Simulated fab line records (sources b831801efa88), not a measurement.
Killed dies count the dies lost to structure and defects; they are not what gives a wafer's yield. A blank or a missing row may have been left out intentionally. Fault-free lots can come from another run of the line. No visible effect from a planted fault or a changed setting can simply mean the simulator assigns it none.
Which tool is to blame? ; flow sky130 ; 11 lots, 33 wafers sampled, at 3 steps of a route of 708

## WHAT EACH GAUGE READ, for each wafer
SKY_SD_N_RS_MEAS_17: the measuring method here is four-point-probe.
lot;measured;on;SD_P_RS (ohm/sq)
L503;day 28 09:15;film_metro-01;147.2 147.4 147.6
L505;day 29 07:26;film_metro-04;147.4 147.6 147.3
L506;day 29 14:12;film_metro-01;147.0 147.2 147.5
L508;day 30 04:40;film_metro-02;147.4 147.4 147.6
L507;day 30 04:22;film_metro-04;147.4 147.2 146.6
L509;day 31 00:16;film_metro-04;147.4 147.3 147.2
L515;day 32 23:55;film_metro-02;147.1 147.3 147.2
L519;day 33 12:41;film_metro-01;149.4 149.3 149.2 149.4 149.6 149.5
L522;day 34 10:01;film_metro-01;146.8 147.0 147.3
L523;day 34 19:24;film_metro-01;149.0 149.2 148.3 148.7 149.0 148.7
L525;day 34 22:20;film_metro-01;147.6 147.2 147.3

## TOOL THAT RAN EACH LOT (tool first, then ch and the chambers of the sampled wafers, then the start)
lot;SKY_VT_ADJUST_HVTR_STRIP_10;SKY_SD_P_IMPLANT_09
L503;plasma_asher-03 ch 0,1, day 9 21:59;implanter-02 ch 0, day 25 21:49
L505;plasma_asher-01 ch 0,1, day 10 17:13;implanter-01 ch 0, day 26 20:49
L506;plasma_asher-03 ch 0,1, day 10 18:04;implanter-01 ch 0, day 27 03:28
L508;plasma_asher-03 ch 0, day 11 08:11;implanter-03 ch 0, day 27 20:02
L507;plasma_asher-04 ch 0,1, day 11 09:32;implanter-01 ch 0, day 27 19:27
L509;plasma_asher-01 ch 0,1, day 12 01:16;implanter-02 ch 0, day 28 15:05
L515;plasma_asher-04 ch 0,1, day 14 01:13;implanter-01 ch 0, day 30 16:44
L519;plasma_asher-01 ch 0,1, day 14 15:19;implanter-01 ch 0, day 31 05:23
L522;plasma_asher-03 ch 1, day 15 09:11;implanter-02 ch 0, day 32 03:28
L523;plasma_asher-04 ch 0,1, day 15 22:40;implanter-01 ch 0, day 32 12:15
L525;plasma_asher-03 ch 1, day 16 02:58;implanter-02 ch 0, day 32 15:37
- SKY_VT_ADJUST_HVTR_STRIP_10: strips in O2/N2.
- SKY_SD_P_IMPLANT_09

## THE ANSWER, worked out from the rows above alone
Rule: the usual values come from the lots themselves. Put in order of their means at a reading, lots are off if they are a third of the lots or fewer, leave a main group of 4 or more, and stand apart from it by a gap of 3 or more times the standard deviation of the main group's means; of several such gaps the widest counts. If all means in a main group match to the digits the tables above print for the reading, that group is not used. Also off: a lot with no number at a reading for which 4 or more lots have one. Any other lot the step has rows for is counted as sound.
Off: L519, L523, at SKY_SD_N_RS_MEAS_17 (SD_P_RS). Main group: mean 147.3 ohm/sq, sd 0.15.
If a tool, at a process step before that reading, ran all the lots that are off and no sound lot after the first of them, it fits. Those tools and the gauges at SKY_SD_N_RS_MEAS_17 are tried in the same way. One fits: implanter-01 at SKY_SD_P_IMPLANT_09. A fault onset in the window from L515 (day 30 16:44, its last sound lot) to L519 (day 31 05:23, its first lot off) fits.

## WHAT THE SIMULATOR PUT IN
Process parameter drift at SKY_SD_P_IMPLANT_09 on implanter-01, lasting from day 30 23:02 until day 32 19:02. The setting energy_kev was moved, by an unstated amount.
Shown lots that were struck: L519, L523. The rule above found the same.
